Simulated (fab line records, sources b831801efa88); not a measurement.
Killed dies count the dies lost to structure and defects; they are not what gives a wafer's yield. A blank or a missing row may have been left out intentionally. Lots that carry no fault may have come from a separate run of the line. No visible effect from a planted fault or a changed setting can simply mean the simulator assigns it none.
The tool behind it: which one? ; flow sky130 ; Sampling: 12 lots, 36 wafers, 2 of 708 route steps

## WHAT THE GAUGES READ, wafer by wafer
SKY_VIA1_CD_MEAS_12: target cd 150 nm. Usual: 150.4 nm for cd-nm, sd 1.5.
lot;measured;on;cd-nm (nm);flag
L363;day 33 10:56;cd-sem-01;149.3 151.2 149.4;
L364;day 34 17:11;cd-sem-01;149.7 149.4 149.1;
L366;day 35 04:26;cd-sem-02;150.8 150.7 150.9;
L368;day 35 14:37;cd-sem-02;151.6 149.0 149.8;
L370;day 35 21:13;cd-sem-01;152.5 151.6 153.6;
L371;day 36 05:47;cd-sem-02;151.0 151.5 149.8;
L372;day 36 10:50;cd-sem-02;149.3 148.7 149.7;
L373;day 37 06:20;cd-sem-02;152.9 150.0 151.2;
L379;day 39 05:35;cd-sem-01;151.9 152.2 155.1;
L382;day 39 20:05;cd-sem-02;150.0 148.2 150.7;
L384;day 40 11:26;cd-sem-01;151.0 149.8 149.8;
L386;day 41 00:04;cd-sem-02;151.5 149.8 150.3;

## WHAT TOOL EACH LOT RAN ON (gives the tool, then ch and the chambers of the sampled wafers, and finally the start)
lot;SKY_VIA1_CMP_02
L363;cmp-01 ch 0,2, day 32 07:59
L364;cmp-01 ch 0,1, day 33 16:30
L366;cmp-01 ch 0,2,3, day 34 04:50
L368;cmp-01 ch 0,1,2, day 34 15:05
L370;cmp-01 ch 0,1,2, day 34 22:43
L371;cmp-02 ch 0,2, day 35 05:08
L372;cmp-02 ch 0,2,3, day 35 09:56
L373;cmp-01 ch 0,2, day 36 05:17
L379;cmp-01 ch 0,2,3, day 38 03:59
L382;cmp-01 ch 0,3, day 38 18:35
L384;cmp-02 ch 1,2,3, day 39 10:32
L386;cmp-01 ch 1,2,3, day 40 00:01
- SKY_VIA1_CMP_02: polishes SiO2.

## WHAT THE TOOLS THEMSELVES READ (means of the sampled wafers that have a number; where no wafer has one, the mark that the record gives instead)
SKY_VIA1_CMP_02. Usual: 12.3 A for motor-current-A, sd 1.1.
lot;tool;motor-current-A (A);flag
L363;cmp-01;13.1;
L364;cmp-01;12.8;
L366;cmp-01;12.2;
L368;cmp-01;12.9;
L370;cmp-01;12.6;
L371;cmp-02;11.1;
L372;cmp-02;11.4;
L373;cmp-01;13.1;
L379;cmp-01;12.3;
L382;cmp-01;11.4;
L384;cmp-02;12.2;
L386;cmp-01;12.8;

## THE ANSWER, worked out from the rows above alone
Rule: lot off if the mean of its wafers having a number is beyond 3 standard deviations from the usual mean. A lot without any number at a reading at which 4 lots or more have one is off too. Any other lot the step has rows for is counted as sound. Order of review: gauges by route order, followed by the tools' own readings, for which a lot's mean as printed above is used. The first step at which some lot is off is used, and at that step the reading that is off furthest; a lot without a number counts as furthest.
Nothing can be told from this: no lot is off at any reading shown.

## WHAT THE SIMULATOR PUT IN
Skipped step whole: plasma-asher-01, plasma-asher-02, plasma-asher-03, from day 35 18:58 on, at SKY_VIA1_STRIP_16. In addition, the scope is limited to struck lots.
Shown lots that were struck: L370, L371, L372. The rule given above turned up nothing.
